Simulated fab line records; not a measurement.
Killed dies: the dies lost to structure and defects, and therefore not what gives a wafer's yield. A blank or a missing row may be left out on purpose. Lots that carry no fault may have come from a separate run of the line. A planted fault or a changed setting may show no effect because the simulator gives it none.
fab line records | flow sfq_line
[record] lots = 15 wafers = 45 last_day = 83
route steps=325 shown M6@262 I6@269 I7@307 M8@315
lots untouched by any fault: they come from a run of this same line in which no faults occurred
start_h: hours from the record's opening day to when the first of the lot's shown wafers began | wait_h: hours since the lot's step before | " as in the row above | L1.1+2: one row covering several wafers at once | - no value, or no start was given | * or withheld: withheld | < > ~ a bound
route shown NAME@n: names a module that has steps shown in the file, with the first one's number in the route | usual: mean and standard deviation over wafers with no fault | same: alike in all rows | chamber/n: place in a boat | sites: per-site readings | _std_site: the values' standard deviation | _edge_site: the outer-site mean with the inner-site mean subtracted | radius_mm: for every site, how far away it sits from the centre of the wafer | mask NAME#n: copy n | behind: the last tool/chamber to shape the wafer | hold: what put the lot on hold/how long, in hours/how the hold closed | device: which transistor (n, p or np) failed to switch | end of line: the route-end tests of the same wafers | where a step has no rows: the recipe by itself | killed: dies that structure and defects cost at the first sort, which is not the same as the wafer's yield | map: the dies of a wafer, with x for killed, . for not killed, _ for no die there
set.NAME: setting as actually run; set.NAME@STEP: the setting as run at that earlier step | model.NAME: the simulator's own value behind a step, which no gauge read
a sample of lots followed through the steps of the route, with each step as a table and each wafer as a row
services: a tool's chamber out of use, with start hour (start_h, from the record's first day; less than 0 if before it), hours out, and reason
[[steps]]
[step SFQ_TRILAYER_M6_BARC_OPEN_METAL_ETCH_206]
[recipe] mask_material = PR chemistry = O2 target_depth_nm = 125 target = BARC icp_w = 600 bias_w = 80 pressure_mtorr = 10 time_s = 41.7
[usual] bias_w = 79.96/0.23 chamber_pressure_mTorr = 10.000/0.011 drypump_motor_current_A = 5.26/0.3 oes_product_au = 0.685/0.0048
// columns lot.wafer tool chamber start_h wait_h bias_w chamber_pressure_mTorr drypump_motor_current_A oes_product_au rf_hours_counter_h
L943.2 rie_metal-02 0 1486.01 0.0 79.91 9.979 5.28 0.677 94
L943.4 " 0 " " 79.87 10.015 5.29 0.683 -
L943.5 " 0 " " 80.40 10.014 5.28 0.682 -
L946.1 rie_metal-02 1 1496.91 0.0 79.92 10.010 5.26 0.685 137
L946.3 " 0 " " 79.86 9.996 5.27 0.685 -
L946.4 " 1 " " 79.82 10.008 5.26 0.685 -
L947.2 rie_metal-02 0 1513.51 0.0 79.72 10.004 5.28 0.690 97
L947.5 " 0 " " 80.19 9.995 5.27 0.688 -
L947.6 " 1 " " 79.44 10.011 5.27 0.684 -
L948.1 rie_metal-04 1 1516.68 0.0 79.75 10.002 5.45 0.692 19
L948.2 " 1 " " 79.77 9.985 5.47 0.682 -
L948.5 " 1 " " 79.66 10.003 5.47 0.685 -
L949.2 rie_metal-03 1 1530.48 0.0 79.34 10.013 5.71 0.684 70
L949.3 " 0 " " 80.02 9.996 4.77 0.679 -
L949.4 " 1 " " 79.68 10.009 5.70 0.688 -
L953.3 rie_metal-04 0 1685.39 0.0 80.28 10.003 5.04 0.686 -
L953.4 " 1 " " 80.18 10.000 5.46 0.688 -
L953.5 " 0 " " 80.41 9.983 5.02 0.679 -
L954.2 rie_metal-03 0 1752.51 0.0 79.92 9.992 4.76 0.674 69
L954.3 " 1 " " 80.08 10.004 5.80 0.690 -
L954.5 " 0 " " 80.30 10.005 4.76 0.690 -
L955.2 rie_metal-04 1 1771.55 0.0 79.60 9.988 5.45 0.688 51
L955.3 " 1 " " 80.00 9.994 5.46 0.683 -
L955.5 " 1 " " 79.78 9.990 5.44 0.684 -
L956.1 rie_metal-04 1 1778.75 0.0 79.99 9.999 5.46 0.689 52
L956.3 " 0 " " 80.29 9.998 5.04 0.685 -
L956.4 " 1 " " 79.65 9.994 5.46 0.683 -
L958.2 rie_metal-04 0 1783.55 0.0 80.06 9.989 5.06 0.685 33
L958.4 " 0 " " 79.97 9.994 5.05 0.681 -
L958.6 " 0 " " 80.23 9.997 5.05 0.688 -
L961.1 rie_metal-04 1 1793.15 0.0 80.15 9.996 5.43 0.690 54
L961.3 " 1 " " 80.17 10.004 5.45 0.684 -
L961.4 " 0 " " 79.83 10.001 5.02 0.672 -
L962.2 rie_metal-03 0 1804.08 0.0 79.73 9.981 4.76 0.687 75
L962.3 " 0 " " 79.86 9.994 4.76 0.686 -
L962.4 " 1 " " 80.37 9.993 5.77 0.690 -
L963.3 rie_metal-04 1 1806.50 0.0 79.96 10.016 5.45 0.690 -
L963.4 " 0 " " 79.94 10.004 5.03 0.689 -
L963.5 " 1 " " 80.11 9.999 5.46 0.695 -
L964.2 rie_metal-02 1 1811.30 0.0 80.14 9.991 5.29 0.684 -
L964.4 " 1 " " 79.93 9.923 5.28 0.690 -
L964.5 " 1 " " 79.87 10.001 5.26 0.692 -
L966.1 rie_metal-04 0 1813.68 0.0 80.37 9.996 5.03 0.677 36
L966.3 " 0 " " 80.14 9.996 5.05 0.685 -
L966.5 " 0 " " 80.32 9.995 5.05 0.680 -
[step SFQ_TRILAYER_I6_METRO_MEASURE_167]
[usual] thk_nm = 200.0/0.99
// columns lot.wafer tool chamber start_h wait_h thk_nm
L943.2 film_metro-02 - 1493.13 0.3 201.4
L943.4 " - " " 199.5
L943.5 " - " " 201.0
L946.1 film_metro-04 - 1505.79 0.1 200.1
L946.3 " - " " 199.9
L946.4 " - " " 200.7
L947.2 film_metro-04 - 1518.67 0.3 199.6
L947.5 " - " " 200.2
L947.6 " - " " 200.6
L948.1 film_metro-03 - 1521.62 0.1 199.8
L948.2 " - " " 200.7
L948.5 " - " " 199.9
L949.2 film_metro-03 - 1535.10 0.3 200.1
L949.3 " - " " 199.7
L949.4 " - " " 198.7
L953.3 film_metro-02 - 1690.52 0.5 200.2
L953.4 " - " " 200.5
L953.5 " - " " 200.2
L954.2 film_metro-04 - 1756.90 0.3 200.8
L954.3 " - " " 202.0
L954.5 " - " " 201.1
L955.2 film_metro-02 - 1777.11 0.3 199.8
L955.3 " - " " 200.4
L955.5 " - " " 200.8
L956.1 film_metro-02 - 1782.91 0.1 199.6
L956.3 " - " " 199.1
L956.4 " - " " 199.9
L958.2 film_metro-04 - 1787.91 0.3 198.5
L958.4 " - " " 197.7
L958.6 " - " " 198.4
L961.1 film_metro-02 - 1797.31 0.1 199.6
L961.3 " - " " 199.0
L961.4 " - " " 199.7
L962.2 film_metro-03 - 1808.44 0.3 199.4
L962.3 " - " " 201.0
L962.4 " - " " 200.5
L963.3 film_metro-02 - 1811.04 0.5 199.6
L963.4 " - " " 198.9
L963.5 " - " " 199.8
L964.2 film_metro-02 - 1816.42 0.3 198.6
L964.4 " - " " 200.0
L964.5 " - " " 200.1
L966.1 film_metro-04 - 1819.22 0.1 199.4
L966.3 " - " " 199.8
L966.5 " - " " 201.1
[step SFQ_TRILAYER_I7_VIA_BARC_OPEN_VIA_ETCH_260]
[recipe] mask_material = PR chemistry = O2 target_depth_nm = 125 target = BARC source_w = 500 bias_w = 80 pressure_mtorr = 30 time_s = 41.7
[usual] bias_w = 79.99/0.23 chamber_pressure_mTorr = 29.999/0.027 drypump_motor_current_A = 5.82/0.26 oes_product_au = 0.682/0.0054
// columns lot.wafer tool chamber start_h wait_h bias_w chamber_pressure_mTorr drypump_motor_current_A oes_product_au rf_hours_counter_h
L943.2 rie_diel-02 2 1618.39 0.0 80.21 29.975 5.29 0.683 12
L943.4 " 1 " " 79.90 29.992 5.95 0.685 1
L943.5 " 0 " " 80.42 30.005 5.59 0.682 -
L946.1 rie_diel-02 0 1643.59 0.0 80.04 29.955 5.54 0.681 1
L946.3 " 1 " " 79.98 30.018 5.95 0.689 1
L946.4 " 0 " " 79.89 30.050 5.58 0.679 -
L947.2 rie_diel-04 3 1653.94 0.0 79.94 30.061 5.93 0.686 6
L947.5 " 3 " " 80.31 29.987 5.92 0.673 -
L947.6 " 0 " " 79.76 29.987 5.53 0.687 -
L948.1 rie_diel-04 2 1658.74 0.0 80.02 29.982 5.92 0.685 4
L948.2 " 3 " " 80.34 29.981 5.92 0.680 6
L948.5 " 2 " " 79.75 29.974 5.99 0.681 -
L949.2 rie_diel-04 1 1669.75 0.0 79.42 30.008 6.05 0.690 15
L949.3 " 0 " " 79.78 29.992 5.48 0.684 14
L949.4 " 2 " " 79.89 30.013 5.95 0.689 4
L953.3 rie_diel-04 3 1774.58 0.0 79.84 30.001 5.90 0.686 8
L953.4 " 2 " " 79.89 29.997 5.93 0.694 6
L953.5 " 3 " " 80.05 29.985 5.93 0.675 -
L954.2 rie_diel-04 0 1861.72 0.0 - - - - -
L954.3 " 2 " " - - - - -
L954.5 " 0 " " - - - - -
L955.2 rie_diel-04 3 1873.84 0.0 - - - - -
L955.3 " 2 " " - - - - -
L955.5 " 2 " " - - - - -
L956.1 rie_diel-04 1 1878.64 0.0 - - - - -
L956.3 " 2 " " - - - - -
L956.4 " 1 " " - - - - -
L958.2 rie_diel-04 3 1883.89 0.0 79.76 30.020 5.92 0.691 10
L958.4 " 2 " " 80.08 29.973 5.96 0.680 8
L958.6 " 3 " " 79.94 30.035 5.92 0.686 -
L961.1 rie_diel-04 1 1900.43 0.0 80.20 29.969 6.08 0.679 19
L961.3 " 2 " " 80.13 30.040 5.94 0.671 8
L961.4 " 3 " " 79.81 29.998 5.94 0.688 10
L962.2 rie_diel-04 3 1911.03 0.0 80.20 29.982 5.93 0.678 10
L962.3 " 2 " " 79.82 29.961 5.95 0.688 9
L962.4 " 0 " " 80.05 29.982 5.47 0.690 18
L963.3 rie_diel-01 0 1914.69 0.0 79.70 29.950 6.02 0.683 3
L963.4 " 3 " " 80.02 30.011 5.67 0.677 16
L963.5 " 2 " " 79.95 30.034 5.53 0.683 -
L964.2 rie_diel-01 1 1918.23 0.0 79.65 29.993 5.58 0.675 5
L964.4 " 3 " " 79.88 29.934 5.69 0.683 16
L964.5 " 0 " " 79.85 29.971 6.01 0.675 -
L966.1 rie_diel-02 3 1923.19 0.0 79.86 30.046 6.43 0.678 2
L966.3 " 0 " " 79.74 29.987 5.53 0.670 5
L966.5 " 2 " " 79.89 30.003 5.30 0.685 -
[step SFQ_TRILAYER_I7_VIA_ETCH_VIA_ETCH_190]
[recipe] target = SiO2 stop_on = Nb mask_material = PR taper_deg = 20 chemistry = CHF3 target_depth_nm = 260 source_w = 500 bias_w = 80 pressure_mtorr = 30 time_s = withheld
[usual] bias_w = 79.99/0.23 chamber_pressure_mTorr = 30.002/0.028 drypump_motor_current_A = 5.82/0.26 oes_product_au = 0.857/0.005
// columns lot.wafer tool chamber start_h wait_h bias_w chamber_pressure_mTorr drypump_motor_current_A oes_product_au
L943.2 rie_diel-02 2 1618.43 0.0 79.98 30.049 5.32 0.856
L943.4 " 1 " " 79.80 30.013 5.95 0.855
L943.5 " 0 " " 80.01 29.967 5.58 0.862
L946.1 rie_diel-02 0 1643.63 0.0 80.04 29.997 5.58 0.855
L946.3 " 1 " " 79.82 30.045 5.94 0.871
L946.4 " 0 " " 79.77 29.999 5.55 0.856
L947.2 rie_diel-04 3 1653.98 0.0 79.75 29.987 5.94 0.856
L947.5 " 3 " " 79.98 30.013 5.94 0.854
L947.6 " 0 " " 79.51 29.945 5.51 0.861
L948.1 rie_diel-04 2 1658.78 0.0 80.26 29.992 5.94 0.860
L948.2 " 3 " " 80.17 29.990 5.91 0.853
L948.5 " 2 " " 80.02 30.009 6.02 0.848
L949.2 rie_diel-04 1 1669.79 0.0 80.27 30.024 6.10 0.859
L949.3 " 0 " " 79.81 29.983 5.49 0.855
L949.4 " 2 " " 80.21 29.973 5.97 0.860
L953.3 rie_diel-04 3 1774.62 0.0 80.24 30.029 5.92 0.861
L953.4 " 2 " " 79.35 30.023 5.93 0.861
L953.5 " 3 " " 80.36 30.004 5.92 0.850
L954.2 rie_diel-04 0 1861.76 0.0 80.21 30.000 5.50 0.378
L954.3 " 2 " " 80.09 30.023 5.97 0.369
L954.5 " 0 " " 80.23 30.014 5.50 0.377
L955.2 rie_diel-04 3 1873.88 0.0 80.22 30.032 5.93 0.371
L955.3 " 2 " " 80.23 29.992 5.93 0.379
L955.5 " 2 " " 80.33 30.006 5.94 0.385
L956.1 rie_diel-04 1 1878.68 0.0 79.78 30.013 6.08 0.369
L956.3 " 2 " " 80.18 30.059 5.98 0.378
L956.4 " 1 " " 79.88 30.013 6.10 0.380
L958.2 rie_diel-04 3 1883.93 0.0 80.18 29.963 5.93 0.861
L958.4 " 2 " " 79.81 30.004 5.91 0.858
L958.6 " 3 " " 80.17 30.009 5.93 0.851
L961.1 rie_diel-04 1 1900.47 0.0 80.09 29.987 6.08 0.856
L961.3 " 2 " " 79.99 29.983 5.96 0.855
L961.4 " 3 " " 80.20 30.061 5.91 0.859
L962.2 rie_diel-04 3 1911.07 0.0 80.37 30.006 5.93 0.854
L962.3 " 2 " " 80.47 29.978 5.95 0.855
L962.4 " 0 " " 79.94 30.017 5.50 0.847
L963.3 rie_diel-01 0 1914.73 0.0 80.22 29.983 6.02 0.854
L963.4 " 3 " " 80.54 29.979 5.68 0.863
L963.5 " 2 " " 79.90 30.002 5.58 0.861
L964.2 rie_diel-01 1 1918.27 0.0 79.86 30.056 5.57 0.852
L964.4 " 3 " " 79.71 30.060 5.66 0.860
L964.5 " 0 " " 79.87 30.014 6.01 0.858
L966.1 rie_diel-02 3 1923.23 0.0 80.03 30.021 6.43 0.862
L966.3 " 0 " " 79.56 29.992 5.60 0.855
L966.5 " 2 " " 80.02 29.977 5.30 0.855
[step SFQ_TRILAYER_M8_LITHO_EXPOSE_194]
[recipe] mask_id = M8 na = 0.6 source_shape = conventional sigma_outer = 0.65 target_cd_nm = 2000 dose_mj = 14.4
[usual] exposure_dose_mJ_cm2 = 14.401/0.015 focus_offset_nm = 0.0/0.46 na = 0.6/0
// columns lot.wafer tool chamber start_h wait_h mask exposure_dose_mJ_cm2 focus_offset_nm na
L943.2 krf_scanner-01 0 1623.05 - M8#0 14.400 0.0 0.6
L943.4 " 0 " " M8#0 14.395 0.3 0.6
L943.5 " 0 " " M8#0 14.400 -0.6 0.6
L946.1 krf_scanner-01 0 1650.00 - M8#0 14.404 -0.7 0.6
L946.3 " 0 " " M8#0 14.415 -1.1 0.6
L946.4 " 0 " " M8#0 14.399 -0.2 0.6
L947.2 krf_scanner-01 0 1661.00 - M8#0 14.397 0.0 0.6
L947.5 " 0 " " M8#0 14.389 0.1 0.6
L947.6 " 0 " " M8#0 14.396 -0.2 0.6
L948.1 krf_scanner-02 0 1669.42 - M8#0 14.364 1.3 0.6
L948.2 " 0 " " M8#0 14.400 0.7 0.6
L948.5 " 0 " " M8#0 14.382 0.5 0.6
L949.2 krf_scanner-02 0 1673.34 - M8#0 14.404 0.4 0.6
L949.3 " 0 " " M8#0 14.400 -0.5 0.6
L949.4 " 0 " " M8#0 14.394 0.3 0.6
L953.3 krf_scanner-02 0 1777.31 - M8#0 14.409 0.7 0.6
L953.4 " 0 " " M8#0 14.426 0.5 0.6
L953.5 " 0 " " M8#0 14.404 0.2 0.6
L954.2 krf_scanner-02 - 1933.69 - M8#0 - - -
L954.3 " - " " M8#0 - - -
L954.5 " - " " M8#0 - - -
L955.2 krf_scanner-02 - 1942.09 - M8#0 - - -
L955.3 " - " " M8#0 - - -
L955.5 " - " " M8#0 - - -
L956.1 krf_scanner-02 - 1945.49 - M8#0 - - -
L956.3 " - " " M8#0 - - -
L956.4 " - " " M8#0 - - -
L958.2 krf_scanner-01 0 1950.75 - M8#0 14.398 -0.8 0.6
L958.4 " 0 " " M8#0 14.382 0.2 0.6
L958.6 " 0 " " M8#0 14.372 -0.2 0.6
L961.1 krf_scanner-02 0 1967.47 - M8#0 14.410 0.6 0.6
L961.3 " 0 " " M8#0 14.394 0.4 0.6
L961.4 " 0 " " M8#0 14.390 0.6 0.6
L962.2 krf_scanner-02 0 1971.27 - M8#0 14.393 0.4 0.6
L962.3 " 0 " " M8#0 14.392 -0.6 0.6
L962.4 " 0 " " M8#0 14.373 -0.6 0.6
L963.3 krf_scanner-02 0 1978.67 - M8#0 14.380 0.0 0.6
L963.4 " 0 " " M8#0 14.410 0.7 0.6
L963.5 " 0 " " M8#0 14.378 -0.1 0.6
L964.2 krf_scanner-02 0 1986.87 - M8#0 14.413 0.4 0.6
L964.4 " 0 " " M8#0 14.403 -0.7 0.6
L964.5 " 0 " " M8#0 14.400 0.3 0.6
L966.1 krf_scanner-02 0 1995.07 - M8#0 14.424 -0.5 0.6
L966.3 " 0 " " M8#0 14.406 0.0 0.6
L966.5 " 0 " " M8#0 14.413 0.3 0.6
[step SFQ_M8_BOW_MEAS_951]
[recipe] mode = bow
[usual] M8_BOW = 8/9.6
// columns lot.wafer tool chamber start_h wait_h M8_BOW[um]
L943.2 film_metro-03 - 1625.50 0.0 21
L943.4 " - " " 8
L943.5 " - " " 12
L946.1 film_metro-04 - 1652.63 0.0 3
L946.3 " - " " 25
L946.4 " - " " 30
L947.2 film_metro-04 - 1663.45 0.0 6
L947.5 " - " " -4
L947.6 " - " " 2
L948.1 film_metro-03 - 1672.22 0.0 25
L948.2 " - " " 24
L948.5 " - " " 14
L949.2 film_metro-03 - 1675.79 0.0 19
L949.3 " - " " 12
L949.4 " - " " 10
L953.3 film_metro-04 - 1779.58 0.0 1
L953.4 " - " " 13
L953.5 " - " " 8
L954.2 film_metro-03 - 1936.14 0.0 25
L954.3 " - " " 12
L954.5 " - " " 18
L955.2 film_metro-01 - 1944.54 0.0 5
L955.3 " - " " 3
L955.5 " - " " -8
L956.1 film_metro-01 - 1948.12 0.0 31
L956.3 " - " " 38
L956.4 " - " " 20
L958.2 film_metro-03 - 1953.20 0.0 0
L958.4 " - " " -4
L958.6 " - " " -6
L961.1 film_metro-04 - 1970.10 0.0 16
L961.3 " - " " 20
L961.4 " - " " 7
L962.2 film_metro-01 - 1973.72 0.0 5
L962.3 " - " " -1
L962.4 " - " " 2
L963.3 film_metro-04 - 1980.94 0.0 -1
L963.4 " - " " -1
L963.5 " - " " 0
L964.2 film_metro-03 - 1989.32 0.0 -1
L964.4 " - " " 10
L964.5 " - " " 3
L966.1 film_metro-01 - 1997.72 0.0 1
L966.3 " - " " 0
L966.5 " - " " 14
[[services]]
// columns tool chamber start_h hours kind
krf_scanner-02 - 1497.91 0.8 pm
rie_diel-04 1 1513.49 5.4 repair
krf_scanner-02 - 1530.30 4.0 pm
krf_scanner-02 - 1539.69 1.3 pm
krf_scanner-02 - 1567.52 0.4 repair
krf_scanner-02 - 1568.34 1.0 pm
krf_scanner-02 - 1569.73 0.8 pm
rie_diel-04 1 1573.06 7.8 repair
rie_diel-04 0 1584.96 9.7 repair
rie_diel-04 0 1599.95 10.1 repair
rie_diel-04 - 1682.50 4.8 repair
krf_scanner-02 - 1707.47 0.3 repair
krf_scanner-02 - 1715.59 1.3 pm
krf_scanner-02 - 1717.07 0.4 repair
krf_scanner-02 - 1740.37 1.0 pm
krf_scanner-02 - 1756.26 10.0 repair
rie_diel-04 2 1780.87 8.8 repair
rie_diel-04 3 1785.74 6.4 repair
krf_scanner-02 - 1818.14 3.6 pm
krf_scanner-02 - 1834.49 0.8 pm
rie_diel-04 0 1868.96 9.9 repair
krf_scanner-02 - 1891.59 1.3 pm
krf_scanner-02 - 1907.29 1.0 pm
rie_diel-04 2 1960.22 3.5 repair
[[key]]
[first_sign] step = SFQ_TRILAYER_I7_VIA_BARC_OPEN_VIA_ETCH_260 reading = tool_record direction = missing
[effect] step = SFQ_TRILAYER_I7_VIA_ETCH_VIA_ETCH_190 reading = oes_product_au direction = down sigmas = 96 usual = 0.857 struck = 0.376
[effect] step = SFQ_TRILAYER_M8_LITHO_EXPOSE_194 reading = tool_record direction = missing
met_at SFQ_TRILAYER_I7_VIA_BARC_OPEN_VIA_ETCH_260
struck_lots L954,L955,L956
not_acting_at SFQ_TRILAYER_M6_BARC_OPEN_METAL_ETCH_206,SFQ_TRILAYER_I6_METRO_MEASURE_167,SFQ_M8_BOW_MEAS_951
onset_between 1774.58 1861.72
[fault] kind = skipped_step_whole tool = rie_diel-04 chamber = - onset_h = 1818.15 steps = SFQ_TRILAYER_I7_VIA_BARC_OPEN_VIA_ETCH_260 scope = struck_lots_only
